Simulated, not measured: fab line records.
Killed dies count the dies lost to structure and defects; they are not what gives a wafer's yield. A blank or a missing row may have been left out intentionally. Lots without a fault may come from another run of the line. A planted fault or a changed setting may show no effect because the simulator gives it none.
Problem report in the 8D (eight disciplines) form, filled by code + flow sky130 + the parts of the form that need people (team, actions taken, sign-off) are left out

1. WHAT WENT WRONG
Mean SD_N_TW at SKY_SD_N_TW_MEAS_12: 4336 over 6 wafers in 2 lots; fault-free wafers: 3992, standard deviation 18. Measured from the usual mean, that is +19 standard deviations.
First observed at day 31 08:03: wafer L413.1, on filmMetro-03. Wafers with a number at this step in the record: 39, from 13 lots. Rule for "out", or "out of limits": more than 4 standard deviations from the usual mean. Any other wafer with a number is counted as sound.

2. WHAT IT IS, WHAT IT ISN'T
| question                    | is                         | is not                                                                                       |
|-----------------------------|----------------------------|----------------------------------------------------------------------------------------------|
| which readings at this step | SD_N_TW                    | -                                                                                            |
| which lots                  | L413, L416                 | L403, L406, L407, L408, L409, L412, L418, L419, L422, L423, L424                             |
| which wafers of those lots  | all that have a number     | -                                                                                            |
| read on which gauges        | filmMetro-01, filmMetro-03 | filmMetro-02                                                                                 |
| when                        | from day 31 08:03          | up to then (18 sound wafers); but 15 sound wafers of L418, L419, L422, L423, L424 came after |

3. WHAT RULES OUT EACH SUSPECT
Counting: a tool stays on the suspect list if, at a process step up to the reading, it processed all lots that are out and no sound lot following the first of them.
- ruled out: the gauge at SKY_SD_N_TW_MEAS_12. The wafers that are out were read on 2 gauges (filmMetro-01, filmMetro-03).
- implanter-04 at SKY_SD_N_IMPLANT_09: ruled out as a lasting fault. The sound lots L422, L424 went through it after L413, its earliest lot that is out (day 31 07:39).
Left after counting: nothing in the record.

4. THE CAUSE (what the simulator had put in)
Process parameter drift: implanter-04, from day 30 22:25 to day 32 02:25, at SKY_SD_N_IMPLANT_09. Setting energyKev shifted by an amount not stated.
The count ruled it out by mistake, since the rule takes a fault to strike every lot its tool runs from the start of the fault on, and this one did not do so.

5. SEQUENCE OF EFFECTS, ordered by route
One row per reading whose mean, taken over the struck wafers that have a number, lies over 3 standard deviations from the usual. Only readings whose record carries a usual standard deviation are examined. hours: median over the lots of the time between each lot's start at the first step of this table that gives one and its start at this step. sigmas: the change, counted in usual standard deviations.
| hours | step                | reading              | usual        | on struck wafers | change  | sigmas      |
|-------|---------------------|----------------------|--------------|------------------|---------|-------------|
| 0     | SKY_SD_N_IMPLANT_09 | beamEnergyKeV        | 50.000       | 68.326           | +18.326 | +99 or more |
| 0     | SKY_SD_N_STRIP_11   | oesProductAu         | 0.528 a.u.   | 0.496            | -0.032  | -7.3        |
| 0     | SKY_SD_N_STRIP_11   | stripTimeToEndpointS | 22.50 s      | 25.29            | +2.79   | +93         |
| 0     | SKY_SD_N_TW_MEAS_12 | SD_N_TW              | 3992         | 4336             | +344    | +19         |
| 1     | SKY_SD_N_RS_MEAS_16 | SD_N_RS              | 68.56 ohm/sq | 57.88            | -10.68  | -82         |
Its process steps:
- SKY_SD_N_IMPLANT_09
- SKY_SD_N_STRIP_11: strips in O2/N2.

6. HOW IT WOULD HAVE BEEN CAUGHT EARLIER
Counted from the fault's start at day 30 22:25, it took 10 hours until the first out-of-limits reading at a measuring or inspecting step in this record, taken at day 31 08:03.
At SKY_SD_N_IMPLANT_09, the tool's own readings (beamEnergyKeV) were out on each struck wafer the step has a row for, so an alarm limit on them would have fired on the first such wafer.
